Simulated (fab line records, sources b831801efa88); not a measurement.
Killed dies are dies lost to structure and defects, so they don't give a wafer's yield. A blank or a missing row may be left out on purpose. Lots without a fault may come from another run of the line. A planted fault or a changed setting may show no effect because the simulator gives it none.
Problem report in the 8D (eight disciplines) form, filled by code | flow gf180mcu | the parts of the form that need people (team, actions taken, sign-off) are left out

1. THE PROBLEM
NWELL_RS at GF_VT_IMPLANT_RS_MEAS_47 reads a mean of 479.3 ohm/sq on 6 wafers of 2 lots; wafers without a fault read 487.8 ohm/sq with a standard deviation of 1.2. That is -7.1 standard deviations from the usual mean.
The step: measures by four-point-probe.
First seen on wafer L270.3, day 12 21:15, on film_metro-01. The record holds 42 wafers of 14 lots with a number at this step. Rule for "out", or "out of limits": more than 4 standard deviations from the usual mean. The other wafers with a number count as sound.

2. WHAT IT IS AND WHAT IT IS NOT
question                    | is                           | is not
which readings at this step | NWELL_RS                     | -
which lots                  | L270, L271                   | L251, L252, L253, L254, L256, L257, L258, L259, L260, L261, L266, L272
which wafers of those lots  | all that have a number       | -
read on which gauges        | film_metro-01, film_metro-03 | film_metro-02
when                        | from day 12 21:15            | up to then (33 sound wafers); but 3 sound wafers of L272 came after

3. SUSPECTS, AND WHAT RULES EACH OUT
Counting: a tool at a process step up to the reading stays a suspect if it ran every lot that is out and no sound lot after the first of them.
- the gauge at GF_VT_IMPLANT_RS_MEAS_47: ruled out. The wafers that are out were read on 2 gauges (film_metro-01, film_metro-03).
- implanter-02 at GF_NWELL_IMPLANT_09: kept. It ran every lot that is out, first L270 (day 7 15:47), and no sound lot after that; its last sound lot up to then is L266 (day 6 16:53). Its own readings are out on those wafers: dose_ions_cm2, faraday_current_uA.
Left after counting: implanter-02 at GF_NWELL_IMPLANT_09.

4. THE CAUSE (what the simulator had put in)
Process parameter drift: implanter-02, from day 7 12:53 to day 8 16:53, at GF_NWELL_IMPLANT_09. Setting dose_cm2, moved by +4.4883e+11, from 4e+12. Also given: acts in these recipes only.
Counting left only this tool.

5. THE CHAIN OF EFFECTS, in route order
Each row: a reading whose mean over the struck wafers that have a number lies more than 3 standard deviations from the usual. Only readings for which the record gives a usual standard deviation are gone through. hours: the time from each lot's start at the first step in this table that gives one to its start at this step, as a median over the lots. sigmas: the change in usual standard deviations.
hours | step                     | reading            | usual        | on struck wafers | change     | sigmas
0     | GF_NWELL_IMPLANT_09      | dose_ions_cm2      | 4.001e+12    | 4.445e+12        | +4.443e+11 | +99 or more
0     | GF_NWELL_IMPLANT_09      | faraday_current_uA | 22.5         | 25.4             | +2.9       | +6.7
127   | GF_VT_IMPLANT_RS_MEAS_47 | NWELL_RS           | 487.8 ohm/sq | 479.3            | -8.5       | -7.1
The process steps in it:
- GF_NWELL_IMPLANT_09
Later measuring or inspecting steps at which every struck wafer that the step has a row for has a number for every such reading, and none has moved that far: GF_M2_THK_MEAS_06, GF_V5_OVL_MEAS_15.

6. WHAT WOULD HAVE CAUGHT IT SOONER
In this record the first reading out of limits at a measuring or inspecting step was taken at day 12 21:15, 128 hours after the fault began at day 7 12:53.
The tool's own readings at GF_NWELL_IMPLANT_09 were out on every struck wafer that the step has a row for (dose_ions_cm2, faraday_current_uA): an alarm limit on them would have fired on the first of those.
All the lots that are out (2) had begun GF_NWELL_IMPLANT_09 on implanter-02 by day 12 21:15. A hold on the tool at that time would have spared none of them.
